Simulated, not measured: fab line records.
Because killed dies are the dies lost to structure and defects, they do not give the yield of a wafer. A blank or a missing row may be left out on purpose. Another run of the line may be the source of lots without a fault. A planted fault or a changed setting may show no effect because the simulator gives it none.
One fault through the eyes of 2 desks :: flow gf180mcu :: each desk has only its own numbers; what lay behind them comes last

AT THE METROLOGY DESK
What the gauges read, lot by lot, whatever tool the lot ran on: means of the sampled wafers that have a number. Any lot whose mean is over 4 standard deviations away from the usual mean is out of limits and marked OUT; that distance is given in the brackets.
Columns: A = V1_CVD_00_THK at GF_V1_THK_MEAS_01, usual 600 nm; B = V1_CVD_02_THK at GF_V1_THK_MEAS_03, usual 847 nm; C = V1_BOW at GF_V1_BOW_MEAS_05, usual 84 um; D = cd_nm at GF_V1_CD_MEAS_14, usual 260.1 nm
lot: L568
first seen here: day 18 04:02
A: 587
B: 850
C: 72
D: 258.8

lot: L573
first seen here: day 19 23:25
A: 596
B: 839
C: 89
D: 260.1

lot: L576
first seen here: day 21 05:29
A: 600
B: 860
C: 77
D: 258.6

lot: L577
first seen here: day 21 13:53
A: 597
B: 859
C: 75
D: 260.2

lot: L579
first seen here: day 22 15:38
A: 602
B: 856
C: 88
D: 260.4

lot: L587
first seen here: day 25 06:09
A: 601
B: 854
C: 83
D: 260.3
Finding of this desk: none of the 6 lots has anything out of limits.

TOOL OWNER'S DESK, litho_track-01
The tool's own readings at GF_V1_COAT_09 (resist thk 1000 nm): means of the sampled wafers that have a number, for each lot that ran on this tool. Any lot whose mean is over 4 standard deviations away from the usual mean is out of limits and marked OUT; that distance is given in the brackets.
Columns: A = resist_line_temp_C at GF_V1_COAT_09, usual 23.00 C
lot: L573
first seen here: day 20 11:00
A: 22.96

lot: L576
first seen here: day 21 18:00
A: 22.84

lot: L577
first seen here: day 22 01:00
A: 23.13
Finding of this desk: none of the 3 lots has anything out of limits.

BROUGHT TOGETHER
Nothing out of limits was seen by the metrology desk.
Nothing out of limits was seen by the tool owner's desk.

WHAT WAS PUT IN BY THE SIMULATOR
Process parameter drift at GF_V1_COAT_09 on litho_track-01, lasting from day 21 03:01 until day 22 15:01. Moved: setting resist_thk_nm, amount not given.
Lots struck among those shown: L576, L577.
